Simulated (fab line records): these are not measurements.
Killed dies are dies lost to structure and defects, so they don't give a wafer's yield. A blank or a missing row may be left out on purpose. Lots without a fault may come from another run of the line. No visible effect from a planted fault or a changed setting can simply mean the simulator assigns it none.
Chamber matching | flow gf180mcu | rie-diel-01 running GF_M5_ETCH_09: 4 sister chambers
The step etches Si3N4 in CF4/O2, target depth 52 nm, time 11.6 s. 20 wafers are shown with their chamber, then 10 later ones without.

== EACH WAFER AND ITS CHAMBER ==
wafer  | chamber | drypump-motor-current-A (A) | oes-product-au (a.u.) | throttle-valve-pct (%)
L079.3 | 3       | 5.4                         | 0.992                 | 5.980
L079.5 | 1       | 4.9                         | 0.994                 | 5.951
L079.6 | 0       | 5.5                         | 0.994                 | 5.988
L082.1 | 2       | 6.3                         | 0.994                 | 5.965
L082.2 | 0       | 5.5                         | 1.015                 | 5.967
L082.5 | 0       | 5.5                         | 1.013                 | 5.986
L083.2 | 0       | 5.5                         | 1.011                 | 5.974
L083.3 | 3       | 5.4                         | 1.004                 | 5.965
L083.4 | 1       | 4.9                         | 0.982                 | 5.966
L084.1 | 1       | 5.0                         | 0.980                 | 5.965
L084.3 | 2       | 6.3                         | 0.993                 | 5.967
L084.5 | 0       | 5.5                         | 1.007                 | 5.973
L086.1 | 1       | 4.9                         | 0.985                 | 5.971
L086.2 | 2       | 6.3                         | 0.998                 | 5.975
L086.3 | 3       | 5.4                         | 1.003                 | 5.979
L086.4 | 0       | 5.5                         | 1.007                 | 5.989
L086.5 | 3       | 5.4                         | 1.009                 | 5.980
L086.6 | 2       | 6.3                         | 0.995                 | 5.957
L091.2 | 2       | 6.4                         | 0.986                 | 5.982
L091.4 | 1       | 4.9                         | 0.990                 | 5.972

SIGNATURES (means of the wafers above)
reading                 | chamber 0 | chamber 1 | chamber 2 | chamber 3 | scatter within a chamber
drypump-motor-current-A | 5.500     | 4.920     | 6.320     | 5.400     | 0.0316
oes-product-au          | 1.00783   | 0.98620   | 0.99320   | 1.00200   | 0.00636
throttle-valve-pct      | 5.97950   | 5.96500   | 5.96920   | 5.97600   | 0.00883
Rule: distance of a wafer from a chamber = root of the sum over the readings of ((wafer's reading minus chamber's mean) / reading's scatter) squared. The wafer belongs to the nearest chamber; if the next one is less than 2 further off, it can't be placed. The scatter is the square root of a quotient: the sum, over the shown wafers, of each reading's squared deviation from its chamber's mean, divided by wafers minus chambers.

== WAFERS WITH NO CHAMBER GIVEN ==
wafer  | drypump-motor-current-A (A) | oes-product-au (a.u.) | throttle-valve-pct (%)
L091.6 | 6.3                         | 0.988                 | 5.962
L092.1 | 5.6                         | 1.000                 | 5.966
L092.2 | 5.4                         | 0.995                 | 5.956
L092.3 | 6.3                         | 0.997                 | 5.979
L092.4 | 5.4                         | 1.001                 | 5.958
L092.5 | 6.3                         | 0.986                 | 5.950
L092.6 | 5.6                         | 1.012                 | 5.963
L095.1 | 5.5                         | 1.006                 | 5.978
L095.2 | 6.4                         | 0.991                 | 5.970
L095.3 | 5.4                         | 0.996                 | 5.959

== THE CHAMBER EACH PASSED THROUGH ==
wafer  | from the rows above | in truth
L091.6 | 2                   | 2
L092.1 | 0                   | 0
L092.2 | 3                   | 3
L092.3 | 2                   | 2
L092.4 | 3                   | 3
L092.5 | 2                   | 2
L092.6 | 0                   | 0
L095.1 | 0                   | 0
L095.2 | 2                   | 2
L095.3 | 3                   | 3
Placed correctly: 10 of 10. From these rows, 0 cannot be placed. 0 placed wrongly.
